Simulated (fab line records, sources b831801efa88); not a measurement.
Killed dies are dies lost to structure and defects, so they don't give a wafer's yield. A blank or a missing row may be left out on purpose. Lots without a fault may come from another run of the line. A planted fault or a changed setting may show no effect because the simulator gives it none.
Problem report in the 8D (eight disciplines) form, filled by code | flow sky130 | the parts of the form that need people (team, actions taken, sign-off) are left out

1. THE PROBLEM
LDD_HVP_OVL at SKY_LDD_HVP_OVL_MEAS_07 reads a mean of 60.0 nm on 12 wafers of 4 lots; wafers without a fault read -1.7 nm with a standard deviation of 1.3. That is +47 standard deviations from the usual mean.
First seen on wafer L618.1, day 22 13:52, on overlay-01. The record holds 45 wafers of 15 lots with a number at this step. Rule for "out", or "out of limits": more than 4 standard deviations from the usual mean. The other wafers with a number count as sound.

2. WHAT IT IS AND WHAT IT IS NOT
question                    | is                     | is not
which readings at this step | LDD_HVP_OVL            | -
which lots                  | L618, L619, L622, L626 | L615, L616, L617, L620, L621, L623, L627, L629, L630, L632, L633
which wafers of those lots  | all that have a number | -
read on which gauges        | overlay-01, overlay-02 | -
when                        | from day 22 13:52      | up to then (9 sound wafers); but 24 sound wafers of L620, L621, L623, L627, L629, L630, L632, L633 came after

3. SUSPECTS, AND WHAT RULES EACH OUT
Counting: a tool at a process step up to the reading stays a suspect if it ran every lot that is out and no sound lot after the first of them.
- the gauge at SKY_LDD_HVP_OVL_MEAS_07: ruled out. The wafers that are out were read on 2 gauges (overlay-01, overlay-02).
- iline_stepper-02 at SKY_LDD_HVP_EXPOSE_04 (exposes mask HVPTM, target cd 700 nm): kept. It ran every lot that is out, first L618 (day 21 22:52), and no sound lot after that; its last sound lot up to then is L617 (day 21 18:31).
Left after counting: iline_stepper-02 at SKY_LDD_HVP_EXPOSE_04.

4. THE CAUSE (what the simulator had put in)
Scanner matching overlay: iline_stepper-02, from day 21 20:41 on, at SKY_LDD_HVP_EXPOSE_04. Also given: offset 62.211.
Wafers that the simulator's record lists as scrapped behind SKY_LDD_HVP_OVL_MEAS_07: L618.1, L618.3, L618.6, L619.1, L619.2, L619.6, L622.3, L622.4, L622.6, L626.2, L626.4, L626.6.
Counting left only this tool.

5. THE CHAIN OF EFFECTS, in route order
Each row: a reading whose mean over the struck wafers that have a number lies more than 3 standard deviations from the usual. Only readings for which the record gives a usual standard deviation are gone through. hours: the time from each lot's start at the first step in this table that gives one to its start at this step, as a median over the lots. sigmas: the change in usual standard deviations.
hours | step                    | reading     | usual   | on struck wafers | change | sigmas
0     | SKY_LDD_HVP_OVL_MEAS_07 | LDD_HVP_OVL | -1.7 nm | 60.0             | +61.7  | +47

6. WHAT WOULD HAVE CAUGHT IT SOONER
In this record the first reading out of limits at a measuring or inspecting step was taken at day 22 13:52, 17 hours after the fault began at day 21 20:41.
Of the tool readings at SKY_LDD_HVP_EXPOSE_04 for which the record gives a usual standard deviation, none was out on any struck wafer, so an alarm limit of 4 standard deviations on them would not have fired.
Of the lots that are out (4), L622, L626 began SKY_LDD_HVP_EXPOSE_04 on iline_stepper-02 after day 22 13:52. A hold on the tool at that time would have spared those 2.
